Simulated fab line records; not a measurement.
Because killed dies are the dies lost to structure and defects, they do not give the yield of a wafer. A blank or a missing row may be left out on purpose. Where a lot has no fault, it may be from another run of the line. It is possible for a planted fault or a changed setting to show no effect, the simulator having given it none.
Matching of chambers | flow gf180mcu | GF_V4_ETCH_16 on rie diel-01: 4 sister chambers
The step etches BARC in N2/H2. 16 wafers are shown with their chamber, then 8 later ones without.

== WAFERS, EACH WITH ITS CHAMBER ==
wafer  | chamber | drypump motor current A (A) | throttle valve pct (%) | oes product au (a.u.)
L074.4 | 1       | 5.3                         | 13.205                 | 0.860
L074.5 | 3       | 6.1                         | 13.225                 | 0.853
L074.6 | 2       | 5.8                         | 13.218                 | 0.857
L075.1 | 0       | 6.6                         | 13.221                 | 0.850
L075.2 | 3       | 6.1                         | 13.226                 | 0.853
L075.4 | 2       | 5.8                         | 13.229                 | 0.853
L077.1 | 2       | 5.8                         | 13.218                 | 0.848
L077.3 | 3       | 6.1                         | 13.214                 | 0.856
L077.5 | 1       | 5.3                         | 13.231                 | 0.854
L078.1 | 0       | 6.5                         | 13.226                 | 0.856
L078.4 | 3       | 6.1                         | 13.231                 | 0.851
L078.5 | 3       | 6.1                         | 13.231                 | 0.857
L083.1 | 0       | 6.5                         | 13.223                 | 0.849
L083.4 | 1       | 5.3                         | 13.213                 | 0.854
L083.6 | 2       | 5.8                         | 13.219                 | 0.863
L087.3 | 2       | 5.8                         | 13.229                 | 0.858

SIGNATURES (averages over the wafers above)
reading                 | chamber 0 | chamber 1 | chamber 2 | chamber 3 | scatter within a chamber
drypump motor current A | 6.533     | 5.300     | 5.800     | 6.100     | 0.0236
throttle valve pct      | 13.22333  | 13.21633  | 13.22260  | 13.22540  | 0.00763
oes product au          | 0.85167   | 0.85600   | 0.85580   | 0.85400   | 0.00412
Rule: a wafer's distance from a chamber is the root of the sum, over the readings, of the square of ((its reading less the chamber's mean) divided by the reading's scatter). The wafer belongs to the nearest chamber; if the next one is less than 2 further off, it can't be placed. How the scatter is found: for the shown wafers, subtract from each reading the mean of its chamber, square and add these, divide the total by (wafers less chambers), then take the root.

== WAFERS MISSING THEIR CHAMBER ==
wafer  | drypump motor current A (A) | throttle valve pct (%) | oes product au (a.u.)
L087.4 | 6.1                         | 13.235                 | 0.854
L087.6 | 5.3                         | 13.237                 | 0.853
L088.4 | 5.3                         | 13.213                 | 0.848
L088.5 | 6.5                         | 13.224                 | 0.851
L088.6 | 5.3                         | 13.222                 | 0.861
L097.2 | 5.8                         | 13.223                 | 0.860
L097.5 | 5.8                         | 13.226                 | 0.859
L097.6 | 5.3                         | 13.247                 | 0.861

== THE CHAMBER EACH PASSED THROUGH ==
wafer  | from the rows above | in truth
L087.4 | 3                   | 3
L087.6 | 1                   | 1
L088.4 | 1                   | 1
L088.5 | 0                   | 0
L088.6 | 1                   | 1
L097.2 | 2                   | 2
L097.5 | 2                   | 2
L097.6 | 1                   | 1
Correct placement for 8 of the 8. Not placeable from these rows: 0. Wrongly placed: 0.
